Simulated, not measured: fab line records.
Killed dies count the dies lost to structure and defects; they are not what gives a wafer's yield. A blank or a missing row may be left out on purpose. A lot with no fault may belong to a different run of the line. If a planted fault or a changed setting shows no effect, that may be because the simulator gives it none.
Chamber matching | flow gf180mcu | GF_V4_ETCH_16 on rie-diel-04 has 4 sister chambers
The step etches BARC in N2/H2. 8 wafers are shown with their chamber, then 10 later ones without.

## WAFERS PAIRED WITH THEIR CHAMBERS
wafer  | chamber | bias-w (W) | oes-product-au (a.u.)
L081.3 | 3       | 99.80      | 0.854
L086.3 | 1       | 100.10     | 0.853
L087.5 | 3       | 100.65     | 0.851
L090.1 | 0       | 100.32     | 0.863
L090.2 | 2       | 99.74      | 0.856
L090.3 | 1       | 99.84      | 0.854
L091.1 | 0       | 100.04     | 0.862
L091.2 | 2       | 99.73      | 0.851

## WAFERS MISSING THEIR CHAMBER
wafer  | bias-w (W) | oes-product-au (a.u.)
L091.5 | 99.96      | 0.857
L092.3 | 100.28     | 0.850
L092.4 | 100.16     | 0.852
L092.6 | 99.90      | 0.847
L095.3 | 99.68      | 0.862
L095.5 | 99.84      | 0.858
L095.6 | 100.32     | 0.859
L096.2 | 99.77      | 0.863
L096.3 | 100.00     | 0.856
L096.5 | 99.76      | 0.855

## WHICH CHAMBER EACH ONE RAN IN
wafer  | from the rows above               | in truth
L091.5 | can't be placed: 1 or 2 or 3 or 0 | 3
L092.3 | can't be placed: 3 or 1 or 2      | 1
L092.4 | can't be placed: 3 or 1 or 2      | 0
L092.6 | can't be placed: 3 or 1 or 2      | 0
L095.3 | 0                                 | 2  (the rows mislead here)
L095.5 | can't be placed: 2 or 1 or 0 or 3 | 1
L095.6 | can't be placed: 0 or 1 or 3 or 2 | 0
L096.2 | 0                                 | 0
L096.3 | can't be placed: 1 or 2 or 3 or 0 | 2
L096.5 | can't be placed: 2 or 1 or 3      | 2
Correct placement for 1 of the 10. Not placeable from these rows: 8 (in 6, the candidates include the true chamber). Wrongly placed: 1.
How it was worked out, from the rows above alone: a wafer's distance from a chamber is the root of the sum, over the readings, of the square of ((its reading less the chamber's mean) divided by the reading's scatter). The wafer belongs to the nearest chamber; if the next one is less than 2 further off, it can't be placed. Each chamber's mean is taken over the wafers shown for it. The scatter: take each reading less its chamber's mean, square it, sum over the shown wafers, divide by the number of wafers less the number of chambers, and take the root.
